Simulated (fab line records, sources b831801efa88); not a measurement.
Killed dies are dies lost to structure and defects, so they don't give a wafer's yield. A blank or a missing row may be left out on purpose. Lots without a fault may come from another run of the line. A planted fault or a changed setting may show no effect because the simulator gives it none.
fab line records | flow sky130
record lots=7 wafers=21 last_day=50
route steps=708 shown METAL1@434 PAD_OPEN@708
lots that met no fault: from a run of the same line without faults
start_h: hours from the record's first day to the start of the lot's first wafer shown | wait_h: hours since the lot's step before | " the same as in the row above | L1.1+2: a row that stands for several wafers | - no value, or no start given | * or withheld: withheld | < > ~ a bound
route shown NAME@n: a module of which the file shows steps, and the number in the route of the first | usual: mean/standard deviation of fault-free wafers | same: alike in all rows | chamber/n: place in a boat | sites: the reading at each site | _std_site: their standard deviation | _edge_site: outer sites' mean less inner sites' | radius_mm: how far each site lies from the wafer's centre | mask NAME#n: copy n | behind: the tool/chamber that last shaped the wafer | hold: why the lot was held/for how many hours/how that ended | device: the transistor (n, p or np) that didn't switch | end of line: the same wafers' tests at the end of the route | a step without rows: its recipe alone | killed: dies lost to structure and defects at the first sort, not the wafer's yield | map: a wafer's dies, x killed, . not, _ none there
set.NAME: the setting as run; set.NAME@STEP: as run at that earlier step | model.NAME: the simulator's own value behind a step, which no gauge read
lots at some steps of the route; a table a step, a row a wafer
services: from which hour (start_h, from the record's first day; less than 0 if before it) a tool's chamber was out of use, for how many hours, and why
## steps
# step SKY_METAL1_SPUTTER_00
# recipe material=Ti target_thk_nm=15 power_w=3000 time_s=10 chamber_pressure_pa=0.4
# step SKY_METAL1_SPUTTER_01
# recipe material=TiN target_thk_nm=20 power_w=6500 time_s=16.7 chamber_pressure_pa=0.4
# usual throttle_valve_pct=29.3/0.97
# same time_s=16.7
# columns lot.wafer tool chamber start_h wait_h throttle_valve_pct
L477.1 pvd_sputter-01 - 740.29 0.0 30.8
L477.4 " - " " 28.0
L477.6 " - " " 28.8
L480.2 pvd_sputter-02 - 772.79 0.0 28.2
L480.3 " - " " 28.8
L480.4 " - " " 29.5
L487.1 pvd_sputter-01 - 829.66 0.0 29.0
L487.3 " - " " 27.9
L487.5 " - " " 27.8
L488.2 pvd_sputter-02 - 835.73 0.0 29.1
L488.3 " - " " 29.3
L488.6 " - " " 28.1
L489.1 pvd_sputter-04 - 842.79 0.0 29.6
L489.2 " - " " 30.6
L489.3 " - " " 30.6
L499.2 pvd_sputter-02 - 905.74 0.0 28.5
L499.3 " - " " 29.2
L499.6 " - " " 28.4
L498.1 pvd_sputter-01 - 908.09 0.0 30.5
L498.5 " - " " 28.8
L498.6 " - " " 28.1
# step SKY_METAL1_SPUTTER_02
# recipe material=AlCu target_thk_nm=250 power_w=10600 time_s=13.3 chamber_pressure_pa=0.4
# usual throttle_valve_pct=29.4/0.97
# same time_s=13.3
# columns lot.wafer tool chamber start_h wait_h throttle_valve_pct
L477.1 pvd_sputter-01 - 740.31 0.0 30.8
L477.4 " - " " 27.8
L477.6 " - " " 28.9
L480.2 pvd_sputter-02 - 772.81 0.0 28.0
L480.3 " - " " 29.2
L480.4 " - " " 29.4
L487.1 pvd_sputter-01 - 829.68 0.0 29.0
L487.3 " - " " 27.9
L487.5 " - " " 27.9
L488.2 pvd_sputter-02 - 835.76 0.0 29.0
L488.3 " - " " 29.3
L488.6 " - " " 28.4
L489.1 pvd_sputter-04 - 842.82 0.0 29.9
L489.2 " - " " 31.1
L489.3 " - " " 30.5
L499.2 pvd_sputter-02 - 905.76 0.0 28.4
L499.3 " - " " 29.5
L499.6 " - " " 28.4
L498.1 pvd_sputter-01 - 908.11 0.0 30.6
L498.5 " - " " 29.2
L498.6 " - " " 28.2
# step SKY_METAL1_SPUTTER_03
# recipe material=Ti target_thk_nm=5 power_w=3000 time_s=3.3 chamber_pressure_pa=0.4
# step SKY_METAL1_SPUTTER_04
# recipe material=TiN target_thk_nm=70 power_w=6500 time_s=58.3 chamber_pressure_pa=0.4
# usual throttle_valve_pct=29.3/0.97
# same time_s=58.3
# columns lot.wafer tool chamber start_h wait_h throttle_valve_pct
L477.1 pvd_sputter-01 - 740.35 0.0 30.5
L477.4 " - " " 27.9
L477.6 " - " " 29.0
L480.2 pvd_sputter-02 - 772.85 0.0 28.0
L480.3 " - " " 29.1
L480.4 " - " " 29.4
L487.1 pvd_sputter-01 - 829.72 0.0 29.0
L487.3 " - " " 28.1
L487.5 " - " " 27.8
L488.2 pvd_sputter-02 - 835.80 0.0 29.1
L488.3 " - " " 29.4
L488.6 " - " " 28.3
L489.1 pvd_sputter-04 - 842.86 0.0 29.6
L489.2 " - " " 30.9
L489.3 " - " " 30.3
L499.2 pvd_sputter-02 - 905.80 0.0 28.1
L499.3 " - " " 29.3
L499.6 " - " " 28.2
L498.1 pvd_sputter-01 - 908.15 0.0 30.5
L498.5 " - " " 29.2
L498.6 " - " " 27.9
# step SKY_METAL1_RS_MEAS_05
# recipe thk_meas_gauge=four-point-probe reads=TiN_of_METAL1_SPUTTER_04+Ti_of_METAL1_SPUTTER_03+AlCu_of_METAL1_SPUTTER_02+TiN_of_METAL1_SPUTTER_01+Ti_of_METAL1_SPUTTER_00
# usual METAL1_ALCU_RS=0.1265/0.0012
# columns lot.wafer tool chamber start_h wait_h METAL1_ALCU_RS[ohm/sq]
L477.1 film_metro-04 - 740.40 0.0 0.1268
L477.4 " - " " 0.1267
L477.6 " - " " 0.1264
L480.2 film_metro-01 - 772.92 0.0 0.1250
L480.3 " - " " 0.1250
L480.4 " - " " 0.1260
L487.1 film_metro-02 - 829.77 0.0 0.1249
L487.3 " - " " 0.1249
L487.5 " - " " 0.1269
L488.2 film_metro-01 - 835.87 0.0 0.1258
L488.3 " - " " 0.1260
L488.6 " - " " 0.1252
L489.1 film_metro-04 - 842.91 0.0 0.1287
L489.2 " - " " 0.1281
L489.3 " - " " 0.1275
L499.2 film_metro-04 - 905.87 0.0 0.1267
L499.3 " - " " 0.1271
L499.6 " - " " 0.1272
L498.1 film_metro-01 - 908.20 0.0 0.1274
L498.5 " - " " 0.1272
L498.6 " - " " 0.1257
# step SKY_METAL1_THK_MEAS_06
# recipe thk_meas_gauge=xrf reads=AlCu_of_METAL1_SPUTTER_02
# usual METAL1_ALCU_THK=247/3
# columns lot.wafer tool chamber start_h wait_h METAL1_ALCU_THK[nm]
L477.1 film_metro-04 - 740.52 0.1 244
L477.4 " - " " 246
L477.6 " - " " 245
L480.2 film_metro-01 - 773.03 0.1 246
L480.3 " - " " 249
L480.4 " - " " 247
L487.1 film_metro-02 - 829.89 0.1 252
L487.3 " - " " 251
L487.5 " - " " 248
L488.2 film_metro-01 - 835.98 0.1 246
L488.3 " - " " 245
L488.6 " - " " 247
L489.1 film_metro-04 - 843.03 0.1 241
L489.2 " - " " 242
L489.3 " - " " 243
L499.2 film_metro-04 - 905.98 0.1 245
L499.3 " - " " 245
L499.6 " - " " 244
L498.1 film_metro-01 - 908.32 0.1 243
L498.5 " - " " 246
L498.6 " - " " 248
# step SKY_METAL1_DEHYDRATE_07
# recipe temp_c=200 time_s=60
# step SKY_METAL1_HMDS_08
# recipe prime_time_s=60 prime_temp_c=120
# step SKY_METAL1_COAT_09
# recipe resist=BARC temp_c=withheld time_s=withheld spin_rpm=3000 resist_thk_nm=60
# step SKY_METAL1_COAT_10
# recipe resist=KrF-thick spin_rpm=3000 resist_thk_nm=450
# step SKY_METAL1_SOFTBAKE_11
# recipe temp_c=100 time_s=90 resist=KrF-thick
# step SKY_METAL1_EXPOSE_12
# recipe mask_id=MM1 na=0.8 source_shape=annular sigma_inner=0.55 sigma_outer=0.85 target_cd_nm=140 dose_mj=28
# usual exposure_dose_mJ_cm2=27.92/0.033
# columns lot.wafer tool chamber start_h wait_h mask exposure_dose_mJ_cm2
L477.1 krf_scanner-01 0 755.18 - MM1#0 27.94
L477.4 " 0 " " MM1#0 27.93
L477.6 " 0 " " MM1#0 27.90
L480.2 krf_scanner-02 0 787.38 - MM1#0 27.89
L480.3 " 0 " " MM1#0 27.89
L480.4 " 0 " " MM1#0 27.90
L487.1 krf_scanner-01 0 843.29 - MM1#0 26.89
L487.3 " 0 " " MM1#0 26.88
L487.5 " 0 " " MM1#0 26.88
L488.2 krf_scanner-01 0 849.85 - MM1#0 26.88
L488.3 " 0 " " MM1#0 26.87
L488.6 " 0 " " MM1#0 26.83
L489.1 krf_scanner-01 0 855.83 - MM1#0 26.86
L489.2 " 0 " " MM1#0 26.90
L489.3 " 0 " " MM1#0 26.89
L499.2 krf_scanner-02 0 917.87 - MM1#0 27.88
L499.3 " 0 " " MM1#0 27.86
L499.6 " 0 " " MM1#0 27.92
L498.1 krf_scanner-02 0 920.37 - MM1#0 27.90
L498.5 " 0 " " MM1#0 27.92
L498.6 " 0 " " MM1#0 27.90
# step SKY_METAL1_PEB_13
# recipe peb_temp_c=withheld peb_time_s=withheld resist=KrF-thick
# step SKY_METAL1_DEVELOP_14
# recipe develop_time_s=60 resist=KrF-thick dev_temp_c=21.61
# usual chill_plate_temp_C=23.02/0.1
# same develop_time_s=60
# columns lot.wafer tool chamber start_h wait_h chill_plate_temp_C model.METAL1.cd_nm
L477.1 litho_track-02 0 - - 22.79 141.2
L477.4 " 0 " " 22.91 139.4
L477.6 " 0 " " 22.90 140.4
L480.2 litho_track-02 0 - - 22.99 142.2
L480.3 " 0 " " 23.09 142.5
L480.4 " 0 " " 22.94 142.4
L487.1 litho_track-02 0 - - 22.85 144.2
L487.3 " 0 " " 23.05 145.9
L487.5 " 0 " " 22.99 145.7
L488.2 litho_track-01 0 - - 23.14 145
L488.3 " 0 " " 23.05 144.9
L488.6 " 0 " " 23.14 144.2
L489.1 litho_track-01 0 - - 22.99 148.1
L489.2 " 0 " " 22.90 145.4
L489.3 " 0 " " 22.97 145.8
L499.2 litho_track-04 0 - - 22.87 139.6
L499.3 " 0 " " 23.00 140.7
L499.6 " 0 " " 22.86 140.1
L498.1 litho_track-01 0 - - 23.09 139.6
L498.5 " 0 " " 22.98 139.8
L498.6 " 0 " " 23.07 139.7
# step SKY_METAL1_CD_MEAS_15
# recipe target_cd_nm=140
# usual cd_nm=139.8/1.7
# columns lot.wafer tool chamber start_h wait_h cd_nm
L477.1 cd_sem-01 - 768.39 - 141.0
L477.4 " - " " 139.6
L477.6 " - " " 140.3
L480.2 cd_sem-01 - 799.31 - 142.4
L480.3 " - " " 142.4
L480.4 " - " " 142.6
L487.1 cd_sem-01 - 856.05 - 144.2
L487.3 " - " " 145.5
L487.5 " - " " 145.5
L488.2 cd_sem-02 - 861.15 - 145.2
L488.3 " - " " 145.2
L488.6 " - " " 144.0
L489.1 cd_sem-02 - 868.93 - 147.8
L489.2 " - " " 145.1
L489.3 " - " " 145.9
L499.2 cd_sem-01 - 930.24 - 139.9
L499.3 " - " " 140.6
L499.6 " - " " 140.0
L498.1 cd_sem-01 - 932.48 - 139.5
L498.5 " - " " 140.3
L498.6 " - " " 139.6
# step SKY_METAL1_OVL_MEAS_16
# usual METAL1_OVL=0/5.2
# columns lot.wafer tool chamber start_h wait_h METAL1_OVL[nm]
L477.1 overlay-02 - 768.51 0.1 -2
L477.4 " - " " -7
L477.6 " - " " -5
L480.2 overlay-02 - 799.42 0.1 4
L480.3 " - " " 3
L480.4 " - " " 5
L487.1 overlay-02 - 856.17 0.1 -12
L487.3 " - " " -3
L487.5 " - " " -5
L488.2 overlay-01 - 861.26 0.1 10
L488.3 " - " " 4
L488.6 " - " " 5
L489.1 overlay-01 - 869.05 0.1 -1
L489.2 " - " " 0
L489.3 " - " " -4
L499.2 overlay-02 - 930.35 0.1 0
L499.3 " - " " -5
L499.6 " - " " 1
L498.1 overlay-01 - 932.60 0.1 9
L498.5 " - " " -2
L498.6 " - " " 2
# step SKY_METAL1_DESCUM_17
# recipe chemistry=O2 source_power_w=150 bias_power_w=0 pressure_mtorr=10 temp_c=40 time_s=8
# step SKY_METAL1_ETCH_18
# recipe chemistry=N2/H2 target=BARC ion_energy_ev=200 bias_w=100 pressure_mtorr=30 n2_flow_sccm=100 h2_flow_sccm=200 icp_w=500 stop_on=SiO2 time_s=45.9 target_depth_a=600
# usual drypump_motor_current_A=5.6/0.45 he_backside_leak_sccm=3.37/0.19 oes_product_au=0.855/0.0048 throttle_valve_pct=13.224/0.0094
# same time_s=45.9
# columns lot.wafer tool chamber start_h wait_h drypump_motor_current_A he_backside_leak_sccm oes_product_au rf_hours_counter_h throttle_valve_pct
L477.1 rie_metal-02 0 768.58 0.0 5.7 3.32 0.853 13 13.204
L477.4 " 0 " " 5.7 3.32 0.856 - 13.241
L477.6 " 0 " " 5.7 3.32 0.854 - 13.224
L480.2 rie_metal-02 1 799.53 0.1 5.8 3.29 0.856 - 13.214
L480.3 " 1 " " 5.8 3.36 0.857 - 13.224
L480.4 " 1 " " 5.8 3.33 0.855 - 13.237
L487.1 rie_metal-04 1 856.24 0.0 5.0 3.30 0.858 7 13.217
L487.3 " 0 " " 5.9 3.51 0.843 - 13.238
L487.5 " 1 " " 4.9 3.26 0.857 - 13.254
L488.2 rie_metal-02 0 861.32 0.0 5.7 3.35 0.853 3 13.210
L488.3 " 1 " " 5.8 3.37 0.855 - 13.226
L488.6 " 1 " " 5.8 3.49 0.846 - 13.232
L489.1 rie_metal-02 1 869.12 0.0 5.8 3.44 0.854 2 13.229
L489.2 " 0 " " 5.7 2.99 0.851 3 13.231
L489.3 " 0 " " 5.7 3.28 0.853 - 13.226
L499.2 rie_metal-01 0 930.41 0.0 5.2 3.24 0.856 6 13.224
L499.3 " 0 " " 5.3 3.00 0.853 - 13.229
L499.6 " 0 " " 5.3 3.07 0.853 - 13.229
L498.1 rie_metal-01 1 932.67 0.0 6.4 3.34 0.864 1 13.213
L498.5 " 0 " " 5.3 3.16 0.856 - 13.230
L498.6 " 1 " " 6.4 3.30 0.860 - 13.215
# step SKY_METAL1_METAL_ETCH_19
# recipe target_depth_a=3600 stop_on=SiO2 over_etch_frac=0.3 time_s=78 chemistry=Cl2/BCl3 resist_sidewall_deg=88 pressure_mtorr=10 icp_w=900 bias_w=48.5 Cl2_flow_sccm=60 bcl3_flow_sccm=30
# usual drypump_motor_current_A=5.5/0.45 he_backside_leak_sccm=3.4/0.36 oes_product_au=0.855/0.0052 throttle_valve_pct=22.264/0.0091
# same time_s=78
# columns lot.wafer tool chamber start_h wait_h drypump_motor_current_A he_backside_leak_sccm oes_product_au rf_hours_counter_h throttle_valve_pct model.METAL1.cd_nm
L477.1 rie_metal-02 0 768.64 0.0 5.7 3.1 0.851 13 22.265 140.9
L477.4 " 0 " " 5.7 3.1 0.858 - 22.261 138
L477.6 " 0 " " 5.7 3.3 0.852 - 22.271 138.5
L480.2 rie_metal-02 1 799.67 0.1 5.8 3.4 0.856 - 22.265 140.9
L480.3 " 1 " " 5.8 3.4 0.850 - 22.280 142.4
L480.4 " 1 " " 5.8 3.5 0.854 - 22.269 141.1
L487.1 rie_metal-04 1 856.30 0.0 5.0 3.6 0.855 7 22.255 144.5
L487.3 " 0 " " 5.8 3.4 0.857 - 22.276 146.4
L487.5 " 1 " " 5.0 3.4 0.854 - 22.245 146.8
L488.2 rie_metal-02 0 861.38 0.0 5.7 3.2 0.857 3 22.259 144.1
L488.3 " 1 " " 5.8 3.3 0.863 - 22.263 143.2
L488.6 " 1 " " 5.8 3.5 0.854 - 22.280 144
L489.1 rie_metal-02 1 869.18 0.0 5.8 3.2 0.856 2 22.264 149.1
L489.2 " 0 " " 5.7 3.2 0.841 3 22.263 146.6
L489.3 " 0 " " 5.7 3.1 0.851 - 22.268 148
L499.2 rie_metal-01 0 930.47 0.0 5.2 3.0 0.860 6 22.284 139.7
L499.3 " 0 " " 5.3 2.8 0.856 - 22.263 141.1
L499.6 " 0 " " 5.2 3.1 0.853 - 22.281 139
L498.1 rie_metal-01 1 932.73 0.0 6.4 3.2 0.851 1 22.275 139.6
L498.5 " 0 " " 5.2 3.0 0.848 - 22.251 139.5
L498.6 " 1 " " 6.4 3.1 0.850 - 22.261 137.9
# step SKY_METAL1_STRIP_20
# recipe chemistry=O2/N2 power_w=1400 pressure_mtorr=1500 platen_temp_c=withheld o2_flow_sccm=3000 n2_flow_sccm=300 overash_fraction=0.5
# usual drypump_motor_current_A=6.08/0.25 oes_product_au=0.343/0.0045 strip_time_to_endpoint_s=2.71/0.039
# columns lot.wafer tool chamber start_h wait_h drypump_motor_current_A oes_product_au rf_hours_counter_h strip_time_to_endpoint_s
L477.1 plasma_asher-03 1 768.73 0.1 6.01 0.338 94 2.72
L477.4 " 1 " " 6.02 0.346 - 2.75
L477.6 " 1 " " 6.03 0.349 - 2.76
L480.2 plasma_asher-04 1 799.82 0.1 5.97 0.347 37 2.76
L480.3 " 1 " " 5.97 0.348 - 2.79
L480.4 " 0 " " 6.21 0.340 - 2.74
L487.1 plasma_asher-04 0 856.39 0.1 6.23 0.347 43 2.73
L487.3 " 1 " " 5.99 0.342 - 2.70
L487.5 " 1 " " 5.97 0.351 - 2.75
L488.2 plasma_asher-01 1 861.47 0.1 6.04 0.342 12 2.68
L488.3 " 1 " " 6.05 0.350 - 2.66
L488.6 " 1 " " 6.02 0.341 - 2.69
L489.1 plasma_asher-04 1 869.27 0.1 5.98 0.342 44 2.69
L489.2 " 0 " " 6.23 0.353 44 2.72
L489.3 " 1 " " 5.98 0.340 - 2.68
L499.2 plasma_asher-03 1 930.56 0.1 6.02 0.338 110 2.73
L499.3 " 0 " " 6.40 0.342 - 2.76
L499.6 " 1 " " 6.01 0.348 - 2.75
L498.1 plasma_asher-03 0 932.82 0.1 6.44 0.335 110 2.71
L498.5 " 0 " " 6.42 0.350 - 2.76
L498.6 " 1 " " 6.01 0.345 - 2.73
# step SKY_PAD_OPEN_PROBE_99
# usual defect_limited_yield=82.4/1.8 killed_at_M0_to_M3=44/7 killed_at_M4_up=3.2/2 killed_at_contacts=25/5.3 killed_at_front_end=15/4.3 killed_at_other=0.3/0.54 killed_dies=86/8.7 killed_open=47/6.4 killed_short=39/5.6 sort_bin_3_pad_short=0.9/0.43 sort_bin_5_function=10.4/1.4 sort_bin_6_memory=6.3/1.2 sort_n_pass=406/8.7 sort_yield_pct=82.4/1.8
# same gross_dies=492 killed_at_back_side=0 sort_bin_4_leakage[%]=0 sort_bin_8_speed[%]=0
# columns lot.wafer tool chamber start_h wait_h defect_limited_yield[%] killed_at_M0_to_M3 killed_at_M4_up killed_at_contacts killed_at_front_end killed_at_other killed_dies killed_open killed_short sort_bin_3_pad_short[%] sort_bin_5_function[%] sort_bin_6_memory[%] sort_n_pass sort_yield_pct[%] model.etest.met1.width_nm model.etest.met1.line_ohm_um
L477.1 prober-02 - 1075.72 0.1 82.3 42 3 27 15 0 87 45 42 0 10.2 7.5 405 82.3 142.4 0.8974
L477.4 prober-02 - 1075.87 0.2 82.5 43 2 21 20 0 86 47 39 0.4 12.0 5.1 406 82.5 139.9 0.9043
L477.6 prober-02 - 1075.97 0.2 81.1 52 3 23 15 0 93 53 39 0.4 10.4 8.1 399 81.1 134.7 0.9465
L480.2 prober-01 - 1102.34 0.1 82.1 34 4 27 23 0 88 50 37 0.6 10.6 6.7 404 82.1 140.9 0.8939
L480.3 prober-01 - 1102.39 0.2 82.9 44 1 24 15 0 84 46 37 0.4 10.6 6.1 408 82.9 145.6 0.8751
L480.4 prober-01 - 1102.44 0.2 83.7 33 1 27 19 0 80 44 36 1.0 10.4 4.9 412 83.7 139.5 0.9177
L487.1 prober-02 - 1144.05 0.1 85.4 31 1 32 7 1 72 43 29 1.0 9.6 4.1 420 85.4 145.4 0.8764
L487.3 prober-02 - 1144.15 0.2 81.7 46 5 27 11 1 90 38 50 0.8 12.6 4.9 402 81.7 144.6 0.8794
L487.5 prober-02 - 1144.25 0.2 86.8 35 3 14 12 1 65 34 31 0.4 6.5 6.3 427 86.8 144.5 0.8959
L488.2 prober-01 - 1146.51 0.1 82.5 38 0 31 17 0 86 52 34 0 11.0 6.5 406 82.5 146.8 0.8699
L488.3 prober-01 - 1146.56 0.2 82.9 50 1 20 12 1 84 51 33 1.0 9.6 6.5 408 82.9 144.8 0.8783
L488.6 prober-01 - 1146.71 0.2 79.5 44 3 41 13 0 101 59 41 0.6 12.0 7.9 391 79.5 141.8 0.8936
L489.1 prober-02 - 1149.99 0.1 81.3 46 6 30 10 0 92 50 41 0.8 11.2 6.7 400 81.3 151.7 0.8616
L489.2 prober-02 - 1150.04 0.1 84.3 32 7 18 19 1 77 44 31 0.6 10.0 5.1 415 84.3 147 0.8846
L489.3 prober-02 - 1150.09 0.2 84.1 37 0 26 13 2 78 44 34 1.2 9.1 5.5 414 84.1 147 0.8815
L499.2 prober-01 - 1193.59 0.1 81.1 48 4 30 11 0 93 58 35 0.2 12.8 5.9 399 81.1 139.8 0.9221
L499.3 prober-01 - 1193.64 0.2 80.3 48 3 35 11 0 97 58 39 0.6 11.6 7.5 395 80.3 138.6 0.9227
L499.6 prober-01 - 1193.79 0.2 79.9 56 5 19 19 0 99 52 47 1.0 9.6 9.6 393 79.9 137.9 0.9271
L498.1 prober-02 - 1198.36 0.1 82.5 42 3 27 14 0 86 44 42 0.8 9.8 6.9 406 82.5 135.7 0.9532
L498.5 prober-02 - 1198.56 0.2 83.9 37 2 21 19 0 79 34 45 1.0 9.8 5.3 413 83.9 138.5 0.9306
L498.6 prober-02 - 1198.61 0.2 80.7 33 3 40 19 0 95 53 42 0.6 10.8 7.9 397 80.7 138.4 0.9234
# killed by level:class
L477.1 CONTACT:geometric_particle:open=13 VIA1:geometric_particle:open=9 METAL1:geometric_particle:short=9 LI_CONTACT:geometric_particle:open=6 VIA1:geometric_particle:short=6 FIELD_ISO:geometric_particle:short=5 VIA2:geometric_particle:open=5 VIA3:geometric_particle:open=5
L477.4 VIA1:geometric_particle:open=9 VIA3:geometric_particle:open=8 CONTACT:geometric_particle:open=8 FIELD_ISO:geometric_particle:short=6 VIA1:geometric_particle:short=6 FIELD_ISO:geometric_particle:open=5 POLY_GATE:geometric_particle:open=5 CONTACT:geometric_particle:short=5
L477.6 VIA1:geometric_particle:open=15 LI_CONTACT:geometric_particle:open=12 VIA2:geometric_particle:open=9 VIA1:geometric_particle:short=8 FIELD_ISO:geometric_particle:open=6 METAL2:geometric_particle:short=6 METAL1:geometric_particle:short=5 FIELD_ISO:geometric_particle:short=3
L480.2 VIA1:geometric_particle:open=11 CONTACT:geometric_particle:open=9 POLY_GATE:geometric_particle:open=7 CONTACT:geometric_particle:short=7 FIELD_ISO:geometric_particle:short=6 FIELD_ISO:geometric_particle:open=5 LI_CONTACT:geometric_particle:open=5 VIA3:geometric_particle:open=4
L480.3 METAL1:geometric_particle:short=11 CONTACT:geometric_particle:open=10 VIA1:geometric_particle:open=7 VIA3:geometric_particle:open=7 METAL2:geometric_particle:short=6 LI_CONTACT:geometric_particle:open=6 FIELD_ISO:geometric_particle:open=5 LOCAL_INTERCONNECT:geometric_particle:short=4
L480.4 CONTACT:geometric_particle:open=11 FIELD_ISO:geometric_particle:open=9 FIELD_ISO:geometric_particle:short=7 LI_CONTACT:geometric_particle:open=6 METAL2:geometric_particle:short=6 VIA1:geometric_particle:open=5 METAL3:geometric_particle:short=5 VIA3:geometric_particle:open=5
L487.1 CONTACT:geometric_particle:open=14 VIA1:geometric_particle:open=7 LI_CONTACT:geometric_particle:open=6 LI_CONTACT:geometric_particle:short=6 METAL1:geometric_particle:short=5 VIA3:geometric_particle:open=5 VIA2:geometric_particle:open=4 METAL3:geometric_particle:short=4
L487.3 VIA3:geometric_particle:open=10 LI_CONTACT:geometric_particle:open=8 CONTACT:geometric_particle:short=7 VIA1:geometric_particle:open=6 METAL2:geometric_particle:short=6 METAL1:geometric_particle:short=5 VIA1:geometric_particle:short=5 FIELD_ISO:geometric_particle:short=4
L487.5 VIA1:geometric_particle:short=8 VIA1:geometric_particle:open=8 FIELD_ISO:geometric_particle:open=5 LOCAL_INTERCONNECT:geometric_particle:short=5 VIA2:geometric_particle:open=5 VIA3:geometric_particle:open=5 FIELD_ISO:geometric_particle:short=4 CONTACT:geometric_particle:open=4
L488.2 LI_CONTACT:geometric_particle:open=9 VIA2:geometric_particle:open=8 CONTACT:geometric_particle:open=8 VIA1:geometric_particle:open=8 LOCAL_INTERCONNECT:geometric_particle:short=6 METAL2:geometric_particle:short=6 POLY_GATE:geometric_particle:open=5 VIA2:geometric_particle:short=4
L488.3 VIA1:geometric_particle:open=14 METAL2:geometric_particle:short=7 VIA2:geometric_particle:open=7 CONTACT:geometric_particle:open=6 FIELD_ISO:geometric_particle:open=5 CONTACT:geometric_particle:short=5 LI_CONTACT:geometric_particle:open=4 LOCAL_INTERCONNECT:geometric_particle:short=4
L488.6 CONTACT:geometric_particle:open=18 VIA1:geometric_particle:open=11 CONTACT:geometric_particle:short=9 VIA2:geometric_particle:open=8 LI_CONTACT:geometric_particle:open=7 METAL2:geometric_particle:short=7 VIA3:geometric_particle:open=5 LOCAL_INTERCONNECT:geometric_particle:short=4
L489.1 CONTACT:geometric_particle:open=14 VIA1:geometric_particle:open=10 LI_CONTACT:geometric_particle:open=7 METAL1:geometric_particle:short=7 POLY_GATE:geometric_particle:short=6 VIA2:geometric_particle:open=6 VIA3:geometric_particle:open=5 LOCAL_INTERCONNECT:geometric_particle:short=4
L489.2 VIA1:geometric_particle:open=10 CONTACT:geometric_particle:open=8 FIELD_ISO:geometric_particle:short=5 POLY_GATE:geometric_particle:short=5 LI_CONTACT:geometric_particle:open=5 METAL1:geometric_particle:short=5 FIELD_ISO:geometric_particle:open=3 POLY_GATE:geometric_particle:open=3
L489.3 METAL1:geometric_particle:short=10 CONTACT:geometric_particle:open=10 LI_CONTACT:geometric_particle:open=9 VIA1:geometric_particle:open=7 VIA2:geometric_particle:open=5 FIELD_ISO:geometric_particle:short=3 FIELD_ISO:geometric_particle:open=3 POLY_GATE:geometric_particle:short=3
L499.2 CONTACT:geometric_particle:open=14 VIA1:geometric_particle:open=12 VIA2:geometric_particle:open=11 LI_CONTACT:geometric_particle:open=8 METAL2:geometric_particle:short=7 VIA3:geometric_particle:open=5 CONTACT:geometric_particle:short=5 METAL4:geometric_particle:short=3
L499.3 CONTACT:geometric_particle:open=16 VIA1:geometric_particle:open=10 LI_CONTACT:geometric_particle:open=8 CONTACT:geometric_particle:short=7 METAL1:geometric_particle:short=7 METAL2:geometric_particle:short=7 VIA2:geometric_particle:open=7 VIA3:geometric_particle:open=6
L499.6 VIA1:geometric_particle:open=11 VIA1:geometric_particle:short=10 VIA2:geometric_particle:open=9 FIELD_ISO:geometric_particle:open=7 LI_CONTACT:geometric_particle:open=7 CONTACT:geometric_particle:open=7 VIA3:geometric_particle:open=6 FIELD_ISO:geometric_particle:short=5
L498.1 CONTACT:geometric_particle:open=11 VIA1:geometric_particle:open=9 FIELD_ISO:geometric_particle:open=6 VIA1:geometric_particle:short=6 METAL2:geometric_particle:short=6 LI_CONTACT:geometric_particle:open=5 SPACER:geometric_particle:short=4 LI_CONTACT:geometric_particle:short=4
L498.5 CONTACT:geometric_particle:short=10 VIA1:geometric_particle:open=8 VIA2:geometric_particle:open=6 VIA1:geometric_particle:short=6 VIA3:geometric_particle:open=6 FIELD_ISO:geometric_particle:short=5 POLY_GATE:geometric_particle:short=5 LI_CONTACT:geometric_particle:open=5
L498.6 CONTACT:geometric_particle:open=15 CONTACT:geometric_particle:short=13 VIA1:geometric_particle:open=8 FIELD_ISO:geometric_particle:open=6 VIA2:geometric_particle:open=6 LI_CONTACT:geometric_particle:open=5 POLY_GATE:geometric_particle:open=4 LI_CONTACT:geometric_particle:short=4
## services
# columns tool chamber start_h hours kind
pvd_sputter-01 0 718.15 - consumable_replace:kit
pvd_sputter-01 0 718.15 18.0 scheduled_down
krf_scanner-01 - 721.74 1.3 pm
plasma_asher-01 - 733.75 9.0 pm
rie_metal-02 0 760.60 2.9 repair
krf_scanner-02 - 762.63 3.6 pm
plasma_asher-03 - 764.71 2.0 repair
krf_scanner-01 - 768.55 1.0 pm
krf_scanner-02 - 769.15 6.6 repair
krf_scanner-02 - 791.38 7.2 pm
krf_scanner-01 - 798.58 0.8 pm
pvd_sputter-02 - 807.31 0.6 repair
krf_scanner-01 - 807.83 4.0 pm
krf_scanner-02 - 835.42 1.3 pm
krf_scanner-02 - 854.06 0.8 pm
krf_scanner-02 - 861.25 30.1 repair
pvd_sputter-02 - 879.21 1.4 repair
pvd_sputter-04 - 885.23 8.5 repair
plasma_asher-01 - 888.06 0.5 repair
plasma_asher-04 - 890.69 1.2 repair
krf_scanner-02 - 891.35 1.0 pm
krf_scanner-01 - 897.64 1.3 pm
krf_scanner-01 - 919.78 3.6 pm
rie_metal-04 1 928.13 5.1 repair
## key
first_sign step=SKY_METAL1_EXPOSE_12 reading=exposure_dose_mJ_cm2 direction=down sigmas=32 usual=* struck=*
effect step=SKY_METAL1_CD_MEAS_15 reading=cd_nm direction=up sigmas=3.4 usual=139.8 struck=145.4
model_effect step=SKY_METAL1_DEVELOP_14 value=METAL1.cd_nm without=137.9 struck=145.5
model_effect step=SKY_METAL1_METAL_ETCH_19 value=METAL1.cd_nm without=138.3 struck=145.9
model_effect step=SKY_PAD_OPEN_PROBE_99 value=etest.met1.width_nm without=138.4 struck=146
met_at SKY_METAL1_EXPOSE_12
struck_wafers L487.1,L487.3,L487.5,L488.2,L488.3,L488.6,L489.1,L489.2,L489.3
onset_between 755.18 843.29
fault kind=process_parameter_drift tool=krf_scanner-01 chamber=- onset_h=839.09 steps=SKY_METAL1_EXPOSE_12 channel=dose_mj offset=-1.0652 shape=step acts_in=these_recipes_only stated=28
